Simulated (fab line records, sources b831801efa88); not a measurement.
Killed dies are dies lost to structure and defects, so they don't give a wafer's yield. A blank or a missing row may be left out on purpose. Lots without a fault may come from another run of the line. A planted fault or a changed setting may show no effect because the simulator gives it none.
One fault seen from 2 desks | flow gf180mcu | each desk has only its own numbers; what lay behind them comes last

THE METROLOGY DESK
What the gauges read, lot by lot, whatever tool the lot ran on: means of the sampled wafers that have a number. A lot is out of limits, marked OUT, if its mean lies more than 4 standard deviations from the usual mean; the brackets give that distance.
Columns: A = HV_LDD_RS at GF_HV_LDD_RS_MEAS_53, usual 417.9 ohm/sq; B = SAB_CVD_00_THK at GF_SAB_THK_MEAS_01, usual 49.9 nm
lot  | first seen here | A     | B
L652 | day 12 14:53    | 416.4 | 48.6
L653 | day 13 00:37    | 416.8 | 51.0
L654 | day 13 09:38    | 416.9 | 50.2
L656 | day 14 03:50    | 418.2 | 50.3
L657 | day 14 12:51    | 418.8 | 49.8
L658 | day 14 20:44    | 418.8 | 50.1
L659 | day 15 04:06    | 419.0 | 49.5
L661 | day 15 20:38    | 417.4 | 56.2 (+9.8) OUT
L662 | day 16 01:08    | 418.5 | 59.5 (+15) OUT
L670 | day 18 17:31    | 418.3 | 50.0
L671 | day 19 05:12    | 418.9 | 50.0
L672 | day 19 12:49    | 417.6 | 49.4
L673 | day 19 18:43    | 418.9 | 50.0
L674 | day 20 01:29    | 417.8 | 49.8
This desk's finding: out of limits on L661, L662; first on L661, day 17 22:04 (SAB_CVD_00_THK at GF_SAB_THK_MEAS_01). In limits: L652, L653, L654, L656, L657, L658, L659, L670, L671, L672, L673, L674.

THE TOOL OWNER'S DESK: pecvd-02
The tool's own readings at GF_SAB_CVD_00 (deposits SiO2 from TEOS, target thk 50 nm, time 4.9302 s): means of the sampled wafers that have a number, for each lot that ran on this tool. A lot is out of limits, marked OUT, if its mean lies more than 4 standard deviations from the usual mean; the brackets give that distance.
Columns: A = heater_power_w at GF_SAB_CVD_00, usual 641 W
lot  | first seen here | A
L653 | day 14 22:04    | 584
L654 | day 15 07:19    | 615
L656 | day 16 02:43    | 543
L657 | day 16 12:26    | 602
L658 | day 16 21:25    | 557
L659 | day 17 04:34    | 553
L661 | day 17 22:02    | 610
L662 | day 18 02:50    | 645
This desk's finding: nothing out of limits on any of the 8 lots.

PUT TOGETHER
The metrology desk could have raised an alarm at day 17 22:04, on L661, L662.
The tool owner's desk saw nothing out of limits.
The tool owner's desk has L661, L662 on record, within its limits.
Of the lots named, all ran GF_SAB_CVD_00 on pecvd-02.

WHAT THE SIMULATOR HAD PUT IN
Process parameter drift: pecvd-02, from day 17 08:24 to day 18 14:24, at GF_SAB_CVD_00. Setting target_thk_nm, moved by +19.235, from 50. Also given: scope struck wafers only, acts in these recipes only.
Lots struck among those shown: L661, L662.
Hours from the fault's start to each desk's first reading out of limits: the metrology desk, 14.
